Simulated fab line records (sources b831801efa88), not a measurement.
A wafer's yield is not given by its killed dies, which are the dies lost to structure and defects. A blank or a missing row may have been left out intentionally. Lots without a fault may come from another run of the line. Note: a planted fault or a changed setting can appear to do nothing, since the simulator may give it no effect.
fab line records	flow sky130
record lots=6	wafers=18	last-day=50
route steps=708 shown FIELD_ISO@25 NWELL@32 DNWELL@35 PWDE@45 PAD_OPEN@708
lots that met no fault: taken from a fault-free run of the same line
start-h: the number of hours between the record's first day and the start of the first shown wafer of the lot	wait-h: how many hours have passed since the lot's step before this one	" repeats the value in the row above	L1.1+2: several wafers, shown together as one row	- no value, or no start given	* or withheld: withheld	< > ~ a bound
route shown NAME@n: a module of which the file shows steps, and the number in the route of the first	usual: the fault-free wafers' mean and standard deviation	same: alike in all rows	chamber/n: place in a boat	sites: each site's reading	_std_site: the values' standard deviation	_edge_site: the outer-site mean with the inner-site mean subtracted	radius-mm: for every site, how far away it sits from the centre of the wafer	mask NAME#n: copy n	behind: the last tool/chamber to shape the wafer	hold: reason for holding the lot/hours on hold/outcome of the hold	device: whichever transistor did not switch (one of n, p or np)	end of line: the tests these same wafers got at the end of their route	a step without rows: its recipe alone	killed: not the wafer's yield, but the dies lost to structure and defects at the first sort	map: per-die view of a wafer (x killed, . not killed, _ where there is no die)
set.NAME: the setting that was run; set.NAME@STEP: the one run at that earlier step	model.NAME: the simulator's own value behind a step, which no gauge read
lots at selected steps of the route; one table per step, one row per wafer
services: a tool's chamber out of use, with start hour (start-h, from the record's first day; less than 0 if before it), hours out, and reason
## steps
# step SKY_FIELD_ISO_CVD_24
# recipe material=SiO2	target-thk-nm=595	temp-c=650	sigma-open-frac=0.3	time-s=99.2	sih4-flow-sccm=60	pressure-mtorr=6
# step SKY_FIELD_ISO_THK_MEAS_25
# recipe reads=SiO2_of_FIELD_ISO_CVD_24
# usual FIELD_ISO_CVD_24_THK=592/6.4
lot.wafer	tool	chamber	start-h	wait-h	FIELD_ISO_CVD_24_THK[nm]
L459.3	film-metro-03	-	71.32	0.1	589
L459.4	"	-	"	"	592
L459.5	"	-	"	"	599
L464.3	film-metro-04	-	87.56	0.1	599
L464.4	"	-	"	"	595
L464.5	"	-	"	"	591
L467.1	film-metro-01	-	107.76	0.0	597
L467.4	"	-	"	"	593
L467.6	"	-	"	"	591
L469.1	film-metro-01	-	114.72	0.0	587
L469.2	"	-	"	"	591
L469.3	"	-	"	"	589
L473.2	film-metro-04	-	145.74	0.0	593
L473.3	"	-	"	"	579
L473.5	"	-	"	"	589
L476.1	film-metro-03	-	153.85	0.0	586
L476.4	"	-	"	"	589
L476.6	"	-	"	"	586
# step SKY_FIELD_ISO_ANNEAL_26
# recipe temp-c=1000	time-s=1800	ambient=N2
# step SKY_FIELD_ISO_CMP_27
# recipe stop-on=Si3N4	t-overpolish-s=16	down-force-psi=4	platen-rpm=60	target-thk-nm=457.8	pad-velocity-m-s=0.94248
# usual motor-current-A=12.4/1.1	overpolish-run-s=16.002/0.01	slurry-filter-dp-kPa=13.49/0.12	time-to-endpoint-s=110/3.6
lot.wafer	tool	chamber	start-h	wait-h	motor-current-A	overpolish-run-s	slurry-filter-dp-kPa	time-to-endpoint-s
L459.4	cmp-02	2	75.64	0.1	11.6	16.011	13.44	116
L459.3	"	0	"	"	13.9	15.995	13.35	113
L459.5	"	2	"	"	12.4	15.990	13.45	116
L464.3	cmp-01	2	90.41	0.0	13.1	16.003	13.68	113
L464.4	"	3	"	"	12.9	16.000	13.48	112
L464.5	"	2	"	"	12.8	16.008	13.32	108
L467.1	cmp-02	0	110.58	0.1	14.4	15.985	13.66	111
L467.4	"	2	"	"	12.2	16.005	13.48	113
L467.6	"	0	"	"	13.9	16.017	13.27	106
L469.3	cmp-01	3	116.28	0.0	12.8	15.999	13.31	106
L469.1	"	1	"	"	13.9	16.009	13.43	107
L469.2	"	2	"	"	13.1	16.025	13.50	113
L473.3	cmp-01	0	148.56	0.1	11.4	16.002	13.39	106
L473.2	"	1	"	"	13.7	15.991	13.52	105
L473.5	"	3	"	"	12.6	16.005	13.49	108
L476.1	cmp-01	1	155.41	0.0	13.3	16.001	13.43	101
L476.4	"	2	"	"	12.4	15.985	13.41	105
L476.6	"	2	"	"	12.7	16.007	13.42	106
# step SKY_FIELD_ISO_WET_ETCH_28
# recipe chemistry=dHF	target-depth-nm=23.7	target=SiO2	dilution=10:1	temp-c=25	time-s=47
# step SKY_FIELD_ISO_WET_ETCH_29
# recipe chemistry=H3PO4	target-depth-nm=160	target=Si3N4	temp-c=160	time-s=1825
# step SKY_FIELD_ISO_WET_ETCH_30
# recipe chemistry=dHF	target-depth-nm=25	target=SiO2	dilution=10:1	temp-c=25	time-s=50
# step SKY_NWELL_CLEAN_00
# recipe chemistry=SC1/SC2	mix=1:4:20	temp-c=70	time-s=150	dry=n2-spin
# step SKY_NWELL_OXIDATION_01
# recipe temp-c=900	ambient=O2	stabilise-s=600	purge-s=300	target-thk-a=100	ox-time-s=1418
# step SKY_NWELL_THK_MEAS_02
# recipe reads=SiO2_of_NWELL_OXIDATION_01
# usual NWELL_OXIDATION_THK=10.05/0.19
lot.wafer	tool	chamber	start-h	wait-h	NWELL_OXIDATION_THK[nm]
L459.3	film-metro-02	-	78.51	0.0	10.31
L459.4	"	-	"	"	10.13
L459.5	"	-	"	"	10.15
L464.3	film-metro-03	-	93.73	0.0	10.25
L464.4	"	-	"	"	10.02
L464.5	"	-	"	"	10.24
L467.1	film-metro-03	-	113.36	0.0	10.00
L467.4	"	-	"	"	9.98
L467.6	"	-	"	"	10.28
L469.1	film-metro-02	-	119.39	0.0	10.13
L469.2	"	-	"	"	9.89
L469.3	"	-	"	"	9.92
L473.2	film-metro-04	-	151.08	0.0	9.85
L473.3	"	-	"	"	10.07
L473.5	"	-	"	"	10.03
L476.1	film-metro-03	-	160.39	0.0	9.70
L476.4	"	-	"	"	9.58
L476.6	"	-	"	"	9.70
# step SKY_DNWELL_DEHYDRATE_00
# recipe temp-c=200	time-s=60
# step SKY_DNWELL_HMDS_01
# recipe prime-time-s=60	prime-temp-c=120
# step SKY_DNWELL_COAT_02
# recipe spin-rpm=2000	resist-thk-nm=3000
# usual chill-plate-temp-C=23.00/0.11	dispense-pressure-kPa=47.9/2.4
lot.wafer	tool	chamber	start-h	wait-h	chill-plate-temp-C	dispense-pressure-kPa
L459.3	litho-track-01	0	85.99	0.1	22.95	50.4
L459.4	"	0	"	"	23.02	50.4
L459.5	"	0	"	"	23.06	50.4
L464.3	litho-track-04	0	102.14	0.1	22.90	45.5
L464.4	"	0	"	"	22.97	45.5
L464.5	"	0	"	"	22.82	45.5
L467.1	litho-track-01	-	122.14	0.1	-	-
L467.4	"	-	"	"	-	-
L467.6	"	-	"	"	-	-
L469.1	litho-track-04	-	128.49	0.1	-	-
L469.2	"	-	"	"	-	-
L469.3	"	-	"	"	-	-
L473.2	litho-track-02	0	160.81	0.1	23.00	50.0
L473.3	"	0	"	"	22.98	50.1
L473.5	"	0	"	"	22.85	50.1
L476.1	litho-track-04	0	169.84	0.1	23.06	45.5
L476.4	"	0	"	"	23.08	45.5
L476.6	"	0	"	"	23.02	45.5
# step SKY_DNWELL_SOFTBAKE_03
# recipe temp-c=110	time-s=withheld
# step SKY_DNWELL_EXPOSE_04
# recipe mask-id=DNM	na=0.57	target-cd-nm=3000	dose-mj=222
# step SKY_DNWELL_PEB_05
# recipe temp-c=115	time-s=withheld
# step SKY_DNWELL_DEVELOP_06
# recipe wall-angle-deg=90	developer=TMAH	develop-time-s=60	dev-temp-c=23
# step SKY_DNWELL_IMPLANT_07
# recipe species=P	energy-kev=withheld	dose-cm2=withheld	tilt-deg=withheld
# step SKY_DNWELL_STRIP_08
# recipe chemistry=O2/N2	power-w=1400	pressure-mtorr=1500	platen-temp-c=withheld	o2-flow-sccm=3000	n2-flow-sccm=300	overash-fraction=0.5
# usual drypump-motor-current-A=5.7/0.32	oes-product-au=0.722/0.0046	strip-time-to-endpoint-s=36.94/0.11
lot.wafer	tool	chamber	start-h	wait-h	drypump-motor-current-A	oes-product-au	rf-hours-counter-h	strip-time-to-endpoint-s
L459.3	plasma-asher-01	0	95.48	0.1	5.6	0.722	-	37.01
L459.4	"	1	"	"	5.9	0.723	-	36.87
L459.5	"	0	"	"	5.6	0.722	-	36.82
L464.3	plasma-asher-01	0	111.38	0.1	5.6	0.726	-	36.84
L464.4	"	1	"	"	5.8	0.725	-	36.75
L464.5	"	1	"	"	5.8	0.731	-	36.84
L467.1	plasma-asher-02	1	131.73	0.1	5.8	-	46	-
L467.4	"	1	"	"	5.9	-	-	-
L467.6	"	1	"	"	5.9	-	-	-
L469.1	plasma-asher-02	1	137.89	0.1	5.9	-	47	-
L469.2	"	0	"	"	5.1	-	47	-
L469.3	"	1	"	"	5.8	-	-	-
L473.2	plasma-asher-03	1	171.29	0.1	5.8	0.717	36	36.93
L473.3	"	0	"	"	6.2	0.733	-	36.88
L473.5	"	0	"	"	6.2	0.721	-	36.89
L476.1	plasma-asher-01	0	180.18	0.1	5.6	0.718	49	36.96
L476.4	"	1	"	"	5.9	0.725	-	36.99
L476.6	"	1	"	"	5.9	0.729	-	37.00
# step SKY_DNWELL_TW_MEAS_09
# usual DNWELL_TW=1122/7.7
lot.wafer	tool	chamber	start-h	wait-h	DNWELL_TW
L459.3	film-metro-04	-	95.56	0.1	1124
L459.4	"	-	"	"	1128
L459.5	"	-	"	"	1127
L464.3	film-metro-04	-	111.46	0.1	1122
L464.4	"	-	"	"	1120
L464.5	"	-	"	"	1120
L467.1	film-metro-04	-	131.83	0.1	1129
L467.4	"	-	"	"	1126
L467.6	"	-	"	"	1132
L469.1	film-metro-02	-	137.99	0.1	1109
L469.2	"	-	"	"	1111
L469.3	"	-	"	"	1100
L473.2	film-metro-02	-	171.40	0.1	1113
L473.3	"	-	"	"	1104
L473.5	"	-	"	"	1113
L476.1	film-metro-04	-	180.28	0.1	1129
L476.4	"	-	"	"	1122
L476.6	"	-	"	"	1126
# step SKY_PWDE_DEHYDRATE_00
# recipe temp-c=200	time-s=60
# step SKY_PWDE_HMDS_01
# recipe prime-time-s=60	prime-temp-c=120
# step SKY_PWDE_COAT_02
# recipe spin-rpm=2000	resist-thk-nm=3000
# step SKY_PWDE_SOFTBAKE_03
# recipe temp-c=110	time-s=withheld
# step SKY_PWDE_EXPOSE_04
# recipe mask-id=PWDEM	na=0.6	source-shape=conventional	sigma-outer=0.6	polarization=unpolarized	target-cd-nm=840	dose-mj=214
# step SKY_PWDE_PEB_05
# recipe temp-c=115	time-s=withheld
# step SKY_PWDE_DEVELOP_06
# recipe wall-angle-deg=90	developer=TMAH	develop-time-s=60	dev-temp-c=23
# step SKY_PWDE_OVL_MEAS_07
# usual PWDE_OVL=-0.5/1.3
lot.wafer	tool	chamber	start-h	wait-h	PWDE_OVL[nm]
L459.3	overlay-02	-	113.30	-	0.3
L459.4	"	-	"	"	-2.2
L459.5	"	-	"	"	-1.2
L464.3	overlay-02	-	129.20	-	-2.1
L464.4	"	-	"	"	0.2
L464.5	"	-	"	"	-2.6
L467.1	overlay-02	-	149.64	-	1.4
L467.4	"	-	"	"	1.6
L467.6	"	-	"	"	0.8
L469.1	overlay-01	-	157.15	-	-0.3
L469.2	"	-	"	"	-0.4
L469.3	"	-	"	"	-0.6
L473.2	overlay-02	-	192.24	-	-1.8
L473.3	"	-	"	"	-1.1
L473.5	"	-	"	"	-2.3
L476.1	overlay-01	-	201.59	-	-0.5
L476.4	"	-	"	"	-1.1
L476.6	"	-	"	"	1.1
# step SKY_PWDE_IMPLANT_08
# recipe species=B	energy-kev=150	dose-cm2=3.6e+12	tilt-deg=withheld
# step SKY_PWDE_STRIP_09
# recipe chemistry=O2/N2	power-w=1400	pressure-mtorr=1500	platen-temp-c=withheld	o2-flow-sccm=3000	n2-flow-sccm=300	overash-fraction=0.5
# usual drypump-motor-current-A=5.7/0.53	oes-product-au=0.723/0.0047	strip-time-to-endpoint-s=36.94/0.11
lot.wafer	tool	chamber	start-h	wait-h	drypump-motor-current-A	oes-product-au	rf-hours-counter-h	strip-time-to-endpoint-s
L459.3	plasma-asher-03	0	113.51	0.1	6.2	0.723	-	36.99
L459.4	"	1	"	"	5.8	0.728	-	36.87
L459.5	"	0	"	"	6.2	0.720	-	36.86
L464.3	plasma-asher-04	0	129.41	0.1	6.3	0.716	-	36.89
L464.4	"	1	"	"	4.8	0.716	-	36.99
L464.5	"	1	"	"	4.8	0.721	-	36.75
L467.1	plasma-asher-04	0	149.83	0.1	6.3	0.715	3	36.99
L467.4	"	1	"	"	4.8	0.728	-	37.04
L467.6	"	1	"	"	4.8	0.727	-	36.88
L469.1	plasma-asher-03	1	157.33	0.1	5.8	0.728	35	37.00
L469.2	"	0	"	"	6.2	0.728	35	37.05
L469.3	"	0	"	"	6.2	0.720	-	36.88
L473.2	plasma-asher-02	1	192.42	0.1	5.9	0.724	52	36.82
L473.3	"	0	"	"	5.1	0.725	-	36.77
L473.5	"	1	"	"	5.9	0.730	-	36.89
L476.1	plasma-asher-03	1	201.78	0.1	5.8	0.719	39	36.96
L476.4	"	1	"	"	5.8	0.729	-	36.99
L476.6	"	1	"	"	5.8	0.724	-	36.92
# step SKY_PWDE_TW_MEAS_10
# usual PWDE_TW=376.1/2.7
lot.wafer	tool	chamber	start-h	wait-h	PWDE_TW
L459.3	film-metro-02	-	113.60	0.1	376.3
L459.4	"	-	"	"	374.9
L459.5	"	-	"	"	374.2
L464.3	film-metro-04	-	129.50	0.1	380.2
L464.4	"	-	"	"	380.1
L464.5	"	-	"	"	379.8
L467.1	film-metro-02	-	149.93	0.1	1118.0
L467.4	"	-	"	"	1120.6
L467.6	"	-	"	"	1116.8
L469.1	film-metro-04	-	157.43	0.1	1137.4
L469.2	"	-	"	"	1125.3
L469.3	"	-	"	"	1128.9
L473.2	film-metro-04	-	192.53	0.1	377.7
L473.3	"	-	"	"	376.3
L473.5	"	-	"	"	376.8
L476.1	film-metro-04	-	201.88	0.1	379.8
L476.4	"	-	"	"	376.9
L476.6	"	-	"	"	378.8
# step SKY_NWELL_DEHYDRATE_03
# recipe temp-c=200	time-s=60
# step SKY_NWELL_HMDS_04
# recipe prime-time-s=60	prime-temp-c=120
# step SKY_NWELL_COAT_05
# recipe spin-rpm=2000	resist-thk-nm=3000
# step SKY_NWELL_SOFTBAKE_06
# recipe temp-c=110	time-s=withheld
# step SKY_NWELL_EXPOSE_07
# recipe mask-id=NWM	na=0.6	source-shape=conventional	sigma-outer=0.6	polarization=unpolarized	target-cd-nm=840	dose-mj=255
# step SKY_NWELL_PEB_08
# recipe temp-c=115	time-s=withheld
# step SKY_NWELL_DEVELOP_09
# recipe wall-angle-deg=90	developer=TMAH	develop-time-s=60	dev-temp-c=23
# step SKY_NWELL_OVL_MEAS_10
# usual NWELL_00_OVL=0.0/1.4
lot.wafer	tool	chamber	start-h	wait-h	NWELL_00_OVL[nm]
L459.3	overlay-02	-	132.54	-	-0.4
L459.4	"	-	"	"	2.1
L459.5	"	-	"	"	1.3
L464.3	overlay-02	-	147.61	-	0.9
L464.4	"	-	"	"	1.5
L464.5	"	-	"	"	-0.3
L467.1	overlay-02	-	169.38	-	-0.7
L467.4	"	-	"	"	-1.1
L467.6	"	-	"	"	-0.7
L469.1	overlay-01	-	177.00	-	-0.8
L469.2	"	-	"	"	-0.7
L469.3	"	-	"	"	0.6
L473.2	overlay-01	-	213.20	-	-0.6
L473.3	"	-	"	"	1.5
L473.5	"	-	"	"	-1.4
L476.1	overlay-02	-	223.95	-	1.4
L476.4	"	-	"	"	-0.2
L476.6	"	-	"	"	1.7
# step SKY_NWELL_IMPLANT_11
# recipe species=P	energy-kev=400	dose-cm2=1.9e+13	tilt-deg=withheld
# step SKY_NWELL_IMPLANT_12
# recipe species=P	energy-kev=118.9	dose-cm2=1.3e+12	tilt-deg=withheld
# step SKY_NWELL_IMPLANT_13
# recipe species=P	energy-kev=50	dose-cm2=7e+11	tilt-deg=withheld
# step SKY_NWELL_TW_MEAS_15
# usual NWELL_TW=1831/15
lot.wafer	tool	chamber	start-h	wait-h	NWELL_TW
L459.3	film-metro-04	-	133.14	0.1	1859
L459.4	"	-	"	"	1851
L459.5	"	-	"	"	1857
L464.3	film-metro-02	-	148.20	0.1	1821
L464.4	"	-	"	"	1819
L464.5	"	-	"	"	1825
L467.1	film-metro-03	-	169.97	0.1	1945
L467.4	"	-	"	"	1953
L467.6	"	-	"	"	1951
L469.1	film-metro-04	-	177.58	0.1	1954
L469.2	"	-	"	"	1962
L469.3	"	-	"	"	1961
L473.2	film-metro-03	-	213.79	0.1	1821
L473.3	"	-	"	"	1820
L473.5	"	-	"	"	1832
L476.1	film-metro-02	-	224.53	0.1	1824
L476.4	"	-	"	"	1829
L476.6	"	-	"	"	1820
# step SKY_NWELL_TW_MEAS_26
# usual NWELL_2_TW=500/3.1
lot.wafer	tool	chamber	start-h	wait-h	NWELL_2_TW
L459.3	film-metro-04	-	151.24	0.1	501
L459.4	"	-	"	"	505
L459.5	"	-	"	"	501
L464.3	film-metro-03	-	167.94	0.1	504
L464.4	"	-	"	"	501
L464.5	"	-	"	"	502
L467.1	film-metro-04	-	190.53	0.1	1150
L467.4	"	-	"	"	1149
L467.6	"	-	"	"	1149
L469.1	film-metro-02	-	198.32	0.1	1134
L469.2	"	-	"	"	1138
L469.3	"	-	"	"	1139
L473.2	film-metro-02	-	236.59	0.1	501
L473.3	"	-	"	"	497
L473.5	"	-	"	"	497
L476.1	film-metro-04	-	247.97	0.1	505
L476.4	"	-	"	"	503
L476.6	"	-	"	"	503
# step SKY_PAD_OPEN_PROBE_99
# usual killed_at_M0_to_M3=43/7.4	killed_at_M4_up=3.1/1.8	killed-at-contacts=26/5.6	killed-at-front-end=15/4.9	killed-at-other=0.2/0.44	killed-dies=87/10	killed-on-rim=17/3.7	killed-open=48/7.6	killed-short=39/6.2
# same gross-dies=492	killed-at-back-side=0
lot.wafer	tool	chamber	start-h	wait-h	killed_at_M0_to_M3	killed_at_M4_up	killed-at-contacts	killed-at-front-end	killed-at-other	killed-dies	killed-on-rim	killed-open	killed-short
L459.3	prober-02	-	1123.58	0.2	47	5	25	11	2	90	18	44	45
L459.4	prober-02	-	1123.63	0.2	44	4	28	20	0	96	24	58	38
L459.5	prober-02	-	1123.68	0.2	35	2	25	7	1	70	21	39	30
L464.3	prober-02	-	1141.57	0.2	58	3	32	14	1	108	24	57	49
L464.4	prober-02	-	1141.62	0.2	46	5	33	18	0	102	16	49	53
L464.5	prober-02	-	1141.67	0.2	48	5	32	13	0	98	21	44	53
L467.1	prober-01	-	1159.00	0.1	37	5	28	422	0	492	96	42	42
L467.4	prober-01	-	1159.15	0.2	40	6	20	425	1	492	96	39	34
L467.6	prober-01	-	1159.25	0.2	58	3	23	408	0	492	96	58	38
L469.1	prober-01	-	1162.88	0.1	66	1	17	407	1	492	96	59	52
L469.2	prober-01	-	1162.93	0.1	46	2	24	419	1	492	96	40	41
L469.3	prober-01	-	1162.98	0.2	53	4	31	403	1	492	96	51	45
L473.2	prober-02	-	1192.74	0.1	37	2	23	16	0	78	16	41	37
L473.3	prober-02	-	1192.79	0.2	42	3	35	17	0	97	11	52	45
L473.5	prober-02	-	1192.89	0.2	32	5	29	14	0	80	18	43	36
L476.1	prober-01	-	1201.60	0.1	39	2	31	12	0	84	11	47	37
L476.4	prober-01	-	1201.75	0.2	42	2	26	11	0	81	14	45	36
L476.6	prober-01	-	1201.85	0.2	58	1	26	17	0	102	22	57	44
# killed by level:class
L459.3 METAL1:geometric-particle:short=10 LI_CONTACT:geometric-particle:open=8 VIA1:geometric-particle:open=8 VIA2:geometric-particle:open=7 METAL2:geometric-particle:short=5 CONTACT:geometric-particle:open=5 CONTACT:geometric-particle:short=5 LI_CONTACT:geometric-particle:short=4
L459.4 CONTACT:geometric-particle:open=16 VIA2:geometric-particle:open=10 VIA1:geometric-particle:open=9 LI_CONTACT:geometric-particle:open=6 METAL1:geometric-particle:short=6 FIELD_ISO:geometric-particle:short=5 FIELD_ISO:geometric-particle:open=4 POLY_GATE:geometric-particle:open=4
L459.5 CONTACT:geometric-particle:open=14 VIA2:geometric-particle:open=7 METAL2:geometric-particle:short=6 VIA1:geometric-particle:open=4 VIA2:geometric-particle:short=4 FIELD_ISO:geometric-particle:open=3 LI_CONTACT:geometric-particle:open=3 LI_CONTACT:geometric-particle:short=3
L464.3 VIA1:geometric-particle:open=12 LI_CONTACT:geometric-particle:open=10 VIA3:geometric-particle:open=9 VIA1:geometric-particle:short=8 VIA2:geometric-particle:open=8 METAL1:geometric-particle:short=7 CONTACT:geometric-particle:open=6 CONTACT:geometric-particle:short=6
L464.4 CONTACT:geometric-particle:open=11 VIA1:geometric-particle:open=11 LOCAL_INTERCONNECT:geometric-particle:short=7 VIA2:geometric-particle:open=7 POLY_GATE:geometric-particle:short=6 METAL2:geometric-particle:short=6 METAL1:geometric-particle:short=5 CONTACT:geometric-particle:short=5
L464.5 LOCAL_INTERCONNECT:geometric-particle:short=11 VIA1:geometric-particle:open=10 VIA3:geometric-particle:short=7 VIA3:geometric-particle:open=6 LI_CONTACT:geometric-particle:open=6 METAL1:geometric-particle:short=5 CONTACT:geometric-particle:short=5 CONTACT:geometric-particle:open=5
L467.1 DNWELL:area-expose=408 CONTACT:geometric-particle:open=8 METAL1:geometric-particle:short=8 LI_CONTACT:geometric-particle:open=6 VIA3:geometric-particle:open=6 VIA1:geometric-particle:open=6 VIA2:geometric-particle:open=6 LOCAL_INTERCONNECT:geometric-particle:short=5
L467.4 DNWELL:area-expose=419 CONTACT:geometric-particle:open=11 VIA2:geometric-particle:open=10 METAL2:geometric-particle:short=7 METAL4:geometric-particle:short=6 CONTACT:geometric-particle:short=5 VIA1:geometric-particle:open=5 VIA3:geometric-particle:open=5
L467.6 DNWELL:area-expose=396 VIA1:geometric-particle:open=13 VIA3:geometric-particle:open=12 CONTACT:geometric-particle:open=10 VIA1:geometric-particle:short=6 METAL2:geometric-particle:short=6 VIA2:geometric-particle:open=6 VIA3:geometric-particle:short=5
L469.1 DNWELL:area-expose=381 METAL1:geometric-particle:short=12 VIA1:geometric-particle:open=12 VIA2:geometric-particle:open=9 POLY_GATE:geometric-particle:open=8 VIA1:geometric-particle:short=8 METAL2:geometric-particle:short=8 FIELD_ISO:geometric-particle:open=7
L469.2 DNWELL:area-expose=410 VIA3:geometric-particle:open=8 VIA1:geometric-particle:open=8 CONTACT:geometric-particle:open=6 CONTACT:geometric-particle:short=6 VIA1:geometric-particle:short=6 VIA2:geometric-particle:open=6 LI_CONTACT:geometric-particle:open=5
L469.3 DNWELL:area-expose=395 VIA3:geometric-particle:open=9 METAL1:geometric-particle:short=8 LI_CONTACT:geometric-particle:open=8 VIA1:geometric-particle:open=8 CONTACT:geometric-particle:open=7 CONTACT:geometric-particle:short=7 METAL2:geometric-particle:short=6
L473.2 VIA1:geometric-particle:open=8 LI_CONTACT:geometric-particle:open=7 LOCAL_INTERCONNECT:geometric-particle:short=7 VIA3:geometric-particle:open=6 VIA1:geometric-particle:short=5 FIELD_ISO:geometric-particle:open=4 POLY_GATE:geometric-particle:open=4 VIA2:geometric-particle:open=4
L473.3 CONTACT:geometric-particle:short=12 LI_CONTACT:geometric-particle:open=9 CONTACT:geometric-particle:open=8 VIA1:geometric-particle:open=8 VIA2:geometric-particle:open=7 FIELD_ISO:geometric-particle:open=6 METAL1:geometric-particle:short=6 VIA3:geometric-particle:open=5
L473.5 CONTACT:geometric-particle:open=10 LI_CONTACT:geometric-particle:open=8 VIA3:geometric-particle:open=7 METAL1:geometric-particle:short=6 METAL2:geometric-particle:short=6 POLY_GATE:geometric-particle:short=5 CONTACT:geometric-particle:short=5 POLY_GATE:geometric-particle:open=4
L476.1 CONTACT:geometric-particle:open=9 VIA1:geometric-particle:open=8 METAL2:geometric-particle:short=6 LOCAL_INTERCONNECT:geometric-particle:short=6 VIA3:geometric-particle:open=6 FIELD_ISO:geometric-particle:open=5 CONTACT:geometric-particle:short=5 FIELD_ISO:geometric-particle:short=4
L476.4 VIA1:geometric-particle:open=12 LI_CONTACT:geometric-particle:open=9 CONTACT:geometric-particle:open=7 VIA3:geometric-particle:open=7 CONTACT:geometric-particle:short=6 METAL1:geometric-particle:short=6 POLY_GATE:geometric-particle:open=4 VIA1:geometric-particle:short=4
L476.6 VIA1:geometric-particle:open=19 CONTACT:geometric-particle:open=9 METAL2:geometric-particle:short=8 FIELD_ISO:geometric-particle:open=6 LI_CONTACT:geometric-particle:open=6 VIA2:geometric-particle:open=6 LOCAL_INTERCONNECT:geometric-particle:short=5 METAL1:geometric-particle:short=5
# map L467.1 (x killed, . not)
__________xxxxxxxxxx_________
________xxxxxxxxxxxxxx_______
______xxxxxxxxxxxxxxxxxx_____
_____xxxxxxxxxxxxxxxxxxxx____
____xxxxxxxxxxxxxxxxxxxxxx___
___xxxxxxxxxxxxxxxxxxxxxxxx__
__xxxxxxxxxxxxxxxxxxxxxxxxxx_
_xxxxxxxxxxxxxxxxxxxxxxxxxxxx
_xxxxxxxxxxxxxxxxxxxxxxxxxxxx
_xxxxxxxxxxxxxxxxxxxxxxxxxxxx
_xxxxxxxxxxxxxxxxxxxxxxxxxxxx
_xxxxxxxxxxxxxxxxxxxxxxxxxxxx
_xxxxxxxxxxxxxxxxxxxxxxxxxxxx
_xxxxxxxxxxxxxxxxxxxxxxxxxxxx
_xxxxxxxxxxxxxxxxxxxxxxxxxxxx
__xxxxxxxxxxxxxxxxxxxxxxxxxx_
___xxxxxxxxxxxxxxxxxxxxxxxx__
____xxxxxxxxxxxxxxxxxxxxxx___
_____xxxxxxxxxxxxxxxxxxxx____
______xxxxxxxxxxxxxxxxxx_____
________xxxxxxxxxxxxxx_______
__________xxxxxxxxxx_________
# map L469.1 (x killed, . not)
__________xxxxxxxxxx_________
________xxxxxxxxxxxxxx_______
______xxxxxxxxxxxxxxxxxx_____
_____xxxxxxxxxxxxxxxxxxxx____
____xxxxxxxxxxxxxxxxxxxxxx___
___xxxxxxxxxxxxxxxxxxxxxxxx__
__xxxxxxxxxxxxxxxxxxxxxxxxxx_
_xxxxxxxxxxxxxxxxxxxxxxxxxxxx
_xxxxxxxxxxxxxxxxxxxxxxxxxxxx
_xxxxxxxxxxxxxxxxxxxxxxxxxxxx
_xxxxxxxxxxxxxxxxxxxxxxxxxxxx
_xxxxxxxxxxxxxxxxxxxxxxxxxxxx
_xxxxxxxxxxxxxxxxxxxxxxxxxxxx
_xxxxxxxxxxxxxxxxxxxxxxxxxxxx
_xxxxxxxxxxxxxxxxxxxxxxxxxxxx
__xxxxxxxxxxxxxxxxxxxxxxxxxx_
___xxxxxxxxxxxxxxxxxxxxxxxx__
____xxxxxxxxxxxxxxxxxxxxxx___
_____xxxxxxxxxxxxxxxxxxxx____
______xxxxxxxxxxxxxxxxxx_____
________xxxxxxxxxxxxxx_______
__________xxxxxxxxxx_________
## services
tool	chamber	start-h	hours	kind
cmp-01	-	64.16	4.0	pm
cmp-01	-	68.16	-	consumable-replace:conditioner
cmp-01	-	68.16	-	consumable-replace:pad
plasma-asher-02	-	73.61	7.6	pm
plasma-asher-02	-	87.62	2.6	repair
cmp-01	-	97.92	4.9	repair
cmp-02	-	100.45	1.1	repair
plasma-asher-04	-	108.75	9.0	pm
plasma-asher-04	0	108.75	9.0	vent-cycle
plasma-asher-04	1	108.75	9.0	vent-cycle
plasma-asher-04	0	117.75	-	clean
plasma-asher-04	1	117.75	-	clean
plasma-asher-03	-	120.57	0.9	repair
cmp-02	-	121.93	1.0	repair
cmp-01	-	138.70	0.3	repair
plasma-asher-02	-	174.60	5.1	repair
## key
first-sign step=SKY_DNWELL_COAT_02	reading=tool-record	direction=missing
effect step=SKY_PWDE_TW_MEAS_10	reading=PWDE_TW	direction=up	sigmas=99+	usual=376.1	struck=1124.5
effect step=SKY_NWELL_TW_MEAS_15	reading=NWELL_TW	direction=up	sigmas=8.1	usual=1831	struck=1954
effect step=SKY_NWELL_TW_MEAS_26	reading=NWELL_2_TW	direction=up	sigmas=99+	usual=500	struck=1143
effect step=SKY_PAD_OPEN_PROBE_99	reading=killed-at-front-end	direction=up	sigmas=82	usual=15	struck=414
more-kills-born-at SKY_DNWELL_EXPOSE_04@iline-stepper-02=1223	SKY_DNWELL_EXPOSE_04@iline-stepper-01=1186
met-at SKY_DNWELL_COAT_02
struck-wafers L467.1,L467.4,L467.6,L469.1,L469.2,L469.3
tester-left-out L467,L469
onset-between 102.14 122.14
fault kind=skipped-step-whole	tool=litho-track-01,litho-track-04	chamber=-	onset-h=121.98	steps=SKY_DNWELL_COAT_02	scope=struck-lots-only
# tester-left-out: of these lots the tester's yield and bins aren't shown, on N5 and GAA mostly nor the transistor test; their killed dies are dies lost to structure and defects alone, not to doping, threshold or leakage, so they don't give the yield
